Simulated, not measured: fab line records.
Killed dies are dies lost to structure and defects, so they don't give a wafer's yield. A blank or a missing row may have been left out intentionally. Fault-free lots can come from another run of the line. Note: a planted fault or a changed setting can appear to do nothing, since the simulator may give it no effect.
The same fault as seen by 2 desks | flow sky130 | each desk holds nothing but its own numbers, with what lay behind them at the end

## AT THE METROLOGY DESK
Lot by lot, what the gauges showed, no matter which tool ran the lot: averages of those sampled wafers that carry a number. Any lot whose mean is over 4 standard deviations away from the usual mean is out of limits and marked OUT; that distance is given in the brackets.
Columns: A = VT_ADJUST_LVTN_TW at SKY_VT_ADJUST_LVTN_TW_MEAS_10, usual 241.5; B = VT_ADJUST_PCH_TW at SKY_VT_ADJUST_PCH_TW_MEAS_10, usual 143.0; C = GATE_OXIDE_OXIDATION_00_THK at SKY_GATE_OXIDE_THK_MEAS_02, usual 10.15 nm
lot  | first seen here | A     | B     | C
L438 | day 7 17:02     | 240.1 | 143.2 | 10.02
L437 | day 7 17:23     | 242.3 | 142.7 | 10.27
L439 | day 7 18:38     | 241.1 | 141.9 | 9.94
L442 | day 8 16:21     | 239.6 | 141.9 | 10.24
L443 | day 8 21:39     | 242.0 | 141.7 | 10.11
L444 | day 9 05:22     | 243.8 | 144.0 | 10.16
L450 | day 10 21:37    | 243.7 | 142.1 | 10.52
L453 | day 11 12:21    | 242.9 | 142.0 | 8.93 (-7.2) OUT
L456 | day 12 07:08    | 240.5 | 142.5 | 8.81 (-7.9) OUT
L457 | day 12 12:46    | 240.8 | 143.5 | 10.18
L458 | day 12 17:35    | 243.5 | 143.3 | 9.91
This desk's finding: out of limits on L453, L456; first on L453, day 18 17:55 (GATE_OXIDE_OXIDATION_00_THK at SKY_GATE_OXIDE_THK_MEAS_02). L438, L437, L439, L442, L443, L444, L450, L457, L458: within limits.

## THE TOOL OWNER'S DESK: furnace-01
The tool's own readings at SKY_GATE_OXIDE_OXIDATION_01 (stabilise 600 s, purge 300 s, target thk 10.268 nm): means of the sampled wafers that have a number, for each lot that ran on this tool. Any lot whose mean is over 4 standard deviations away from the usual mean is out of limits and marked OUT; that distance is given in the brackets.
Columns: A = spike tc bottom C at SKY_GATE_OXIDE_OXIDATION_01, usual 917.4 C; B = spike tc centre C at SKY_GATE_OXIDE_OXIDATION_01, usual 900.0 C; C = spike tc lower C at SKY_GATE_OXIDE_OXIDATION_01, usual 900.7 C; D = spike tc top C at SKY_GATE_OXIDE_OXIDATION_01, usual 910.1 C; E = spike tc upper C at SKY_GATE_OXIDE_OXIDATION_01, usual 900.3 C; F = tube center temp C at SKY_GATE_OXIDE_OXIDATION_01, usual 900 C; G = tube_center_temp_C_max at SKY_GATE_OXIDE_OXIDATION_01, usual 902.3
lot  | first seen here | A               | B               | C               | D               | E                | F                     | G
L438 | day 13 13:37    | 918.1           | 900.5           | 899.9           | 909.3           | 901.2            | 900                   | 902.1
L439 | day 13 17:44    | 916.6           | 900.1           | 900.2           | 909.1           | 901.1            | 900                   | 902.2
L443 | day 15 03:29    | 917.1           | 899.7           | 899.7           | 909.4           | 901.5            | 900                   | 902.4
L450 | day 17 15:23    | 916.3           | 898.8           | 900.8           | 910.4           | 902.2            | 900                   | 902.7
L453 | day 18 16:30    | 903.6 (-12) OUT | 887.1 (-13) OUT | 887.0 (-11) OUT | 895.6 (-11) OUT | 886.9 (-8.9) OUT | 887 (-99 or more) OUT | 889.3 (-33) OUT
L456 | day 19 11:50    | 904.2 (-11) OUT | 887.2 (-13) OUT | 887.4 (-11) OUT | 895.8 (-11) OUT | 887.3 (-8.7) OUT | 887 (-99 or more) OUT | 889.0 (-34) OUT
This desk finds L453, L456 out of limits, L453 being first, at day 18 16:30 (spike tc bottom C at SKY_GATE_OXIDE_OXIDATION_01). L438, L439, L443, L450: within limits.

## PUT TOGETHER
An alarm could have come from the tool owner's desk at day 18 16:30, on L453, L456.
L453, L456 would have let the metrology desk raise an alarm at day 18 17:55.
All the named lots went through SKY_GATE_OXIDE_OXIDATION_01 on furnace-01.

## WHAT HAD BEEN PUT IN BY THE SIMULATOR
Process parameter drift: furnace-01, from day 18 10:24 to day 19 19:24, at SKY_GATE_OXIDE_OXIDATION_01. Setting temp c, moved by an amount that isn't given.
Shown lots that were struck: L453, L456.
Delay (hours) between the fault's onset and each desk's first out-of-limits reading: 6 at the tool owner's desk, 8 at the metrology desk.
